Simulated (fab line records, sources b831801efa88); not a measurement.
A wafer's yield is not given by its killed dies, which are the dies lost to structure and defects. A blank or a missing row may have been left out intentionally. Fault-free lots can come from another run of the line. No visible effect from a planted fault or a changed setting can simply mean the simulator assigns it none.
Chamber matching / flow sky130 / SKY_CONTACT_HDPCVD_02 on hdpcvd-02 has 3 sister chambers
The step deposits SiO2, target thk 565 nm, time 94.2 s. 6 wafers are shown with their chamber, then 7 later ones without.

EACH WAFER AND ITS CHAMBER
wafer=L502.1; chamber=0; runLengthS (s)=122.2; pressureMtorr (mTorr)=6.011
wafer=L502.5; chamber=0; runLengthS (s)=122.2; pressureMtorr (mTorr)=6.011
wafer=L506.3; chamber=2; runLengthS (s)=122.1; pressureMtorr (mTorr)=5.992
wafer=L506.4; chamber=1; runLengthS (s)=121.6; pressureMtorr (mTorr)=6.002
wafer=L510.2; chamber=1; runLengthS (s)=121.5; pressureMtorr (mTorr)=6.005
wafer=L510.4; chamber=2; runLengthS (s)=121.6; pressureMtorr (mTorr)=6.005

WAFERS MISSING THEIR CHAMBER
wafer=L510.6; runLengthS (s)=122.3; pressureMtorr (mTorr)=6.012
wafer=L509.2; runLengthS (s)=121.6; pressureMtorr (mTorr)=6.002
wafer=L509.4; runLengthS (s)=122.6; pressureMtorr (mTorr)=6.000
wafer=L509.6; runLengthS (s)=121.7; pressureMtorr (mTorr)=6.016
wafer=L511.1; runLengthS (s)=121.6; pressureMtorr (mTorr)=6.025
wafer=L511.3; runLengthS (s)=121.5; pressureMtorr (mTorr)=6.012
wafer=L511.4; runLengthS (s)=122.4; pressureMtorr (mTorr)=6.018

CHAMBER TAKEN BY EACH
wafer=L510.6; from the rows above=0; in truth=0
wafer=L509.2; from the rows above=can't be placed: 1 or 2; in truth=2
wafer=L509.4; from the rows above=can't be placed: 0 or 2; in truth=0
wafer=L509.6; from the rows above=can't be placed: 1 or 0 or 2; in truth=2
wafer=L511.1; from the rows above=can't be placed: 0 or 1 or 2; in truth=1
wafer=L511.3; from the rows above=can't be placed: 1 or 2 or 0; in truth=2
wafer=L511.4; from the rows above=0; in truth=0
Correctly placed: 2 of 7. These rows do not allow placing 5 (true chamber among the candidates in 5). Wrongly placed: 0.
How it was worked out, from the rows above alone: a wafer's distance from a chamber is the root of the sum, over the readings, of the square of ((its reading less the chamber's mean) divided by the reading's scatter). If the next closest chamber is less than 2 further off than the closest, the wafer can't be placed; otherwise it belongs to the closest. For every chamber, the mean is computed from those of its wafers that are shown. The scatter: take each reading less its chamber's mean, square it, sum over the shown wafers, divide by the number of wafers less the number of chambers, and take the root.
